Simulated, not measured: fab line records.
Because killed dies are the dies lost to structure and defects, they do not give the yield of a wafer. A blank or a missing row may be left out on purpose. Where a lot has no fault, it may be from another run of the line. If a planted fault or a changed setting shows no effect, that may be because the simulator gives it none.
A lot that was struck, set against a sound lot -- flow sky130 -- 17 out of 708 route steps
Sound: these wafers, L810.1, L810.3, L810.6. Wafers L812.1, L812.2, L812.4 were the ones struck. The cause comes at the end.
Order at every step that has rows: each side's tool, ch and its chambers, its first start. Under that, the readings that differ: sound wafers -- struck wafers -- difference of the means -- sigmas: that difference in standard deviations of wafers without a fault.
alike: words and numbers the same on both sides, and readings whose means are apart by under 2 such deviations; not compared: readings that were withheld, readings missing a value for some wafer, numbers with overlapping values and no deviation given by the record, and bounds like >300 which may hide the same value.
Wherever a step has rows on one side only, a row that says differs or no value, or a row with sigmas, the two part there. Numbers that have no deviation but don't overlap get no sigmas and don't part them. A reading missing from all wafers of one side parts the sides only when that side holds two or more wafers.

first, 4 steps without rows for these wafers: SKY_FIELD_ISO_WET_ETCH_29 (etches Si3N4 in H3PO4, target depth 160 nm, time 1825 s); SKY_FIELD_ISO_WET_ETCH_30 (etches SiO2 in dHF, target depth 25 nm, time 50 s); SKY_NWELL_CLEAN_00 (cleans in SC1/SC2, time 150 s); SKY_NWELL_OXIDATION_01 (stabilise 600 s, purge 300 s, target thk 10 nm).
SKY_NWELL_THK_MEAS_02:
  struck on filmMetro-01, day 5 19:40; sound on filmMetro-01, day 5 07:29
  alike: NWELL_OXIDATION_THK
then, 7 steps without rows for these wafers: SKY_DNWELL_DEHYDRATE_00 (time 60 s); SKY_DNWELL_HMDS_01 (prime time 60 s); SKY_DNWELL_COAT_02 (resist thk 3000 nm); SKY_DNWELL_SOFTBAKE_03; SKY_DNWELL_EXPOSE_04 (exposes mask DNM, target cd 3000 nm); SKY_DNWELL_PEB_05; SKY_DNWELL_DEVELOP_06 (develop time 60 s).
SKY_DNWELL_IMPLANT_07:
  sound on implanter-01 ch 0, day 6 01:14; struck on implanter-04 ch 0, day 6 14:01
SKY_DNWELL_STRIP_08: strips in O2/N2.
  sound on plasmaAsher-04 ch 0, day 6 01:23; struck on plasmaAsher-04 ch 0,1, day 6 14:10
  alike: drypumpMotorCurrentA, oesProductAu, stripTimeToEndpointS
  not compared: rfHoursCounterH
SKY_DNWELL_TW_MEAS_09:
  struck on filmMetro-02, day 6 14:16; sound on filmMetro-04, day 6 01:29
reading,sound,struck,difference,sigmas
DNWELL_TW,1110 1116 1117,1173 1168 1176,+58,+9
then, 1 step without rows for these wafers: SKY_PWDE_DEHYDRATE_00 (time 60 s).
-- the record jumps here: 43 days lie between the struck wafers' starts before and after (it left off in module PWDE and takes up again in module PAD_OPEN, whose first step shown is number 708 of the route) --
SKY_PAD_OPEN_PROBE_99:
  struck on prober-02, day 49 19:50; sound on prober-02, day 49 04:33
reading,sound,struck,difference,sigmas
model.etest.resDeepNwell.rsOhmSq,2208 2232 2246,1884 1875 1890,-346,
model.etest.resDeepNwell.lineOhmUm,739.3 734 747.6,628.5 625.1 629.4,-112.6,
  alike: killed_at_M0_to_M3, killed_at_M4_up, killedAtContacts, killedAtFrontEnd, killedAtOther, killedDies, killedOpen, killedShort

WHERE THEY PART
Within this record, at SKY_DNWELL_TW_MEAS_09 only. Later steps at which nothing parts them and some readings are alike: SKY_PAD_OPEN_PROBE_99.

WHY: the cause the simulator had injected
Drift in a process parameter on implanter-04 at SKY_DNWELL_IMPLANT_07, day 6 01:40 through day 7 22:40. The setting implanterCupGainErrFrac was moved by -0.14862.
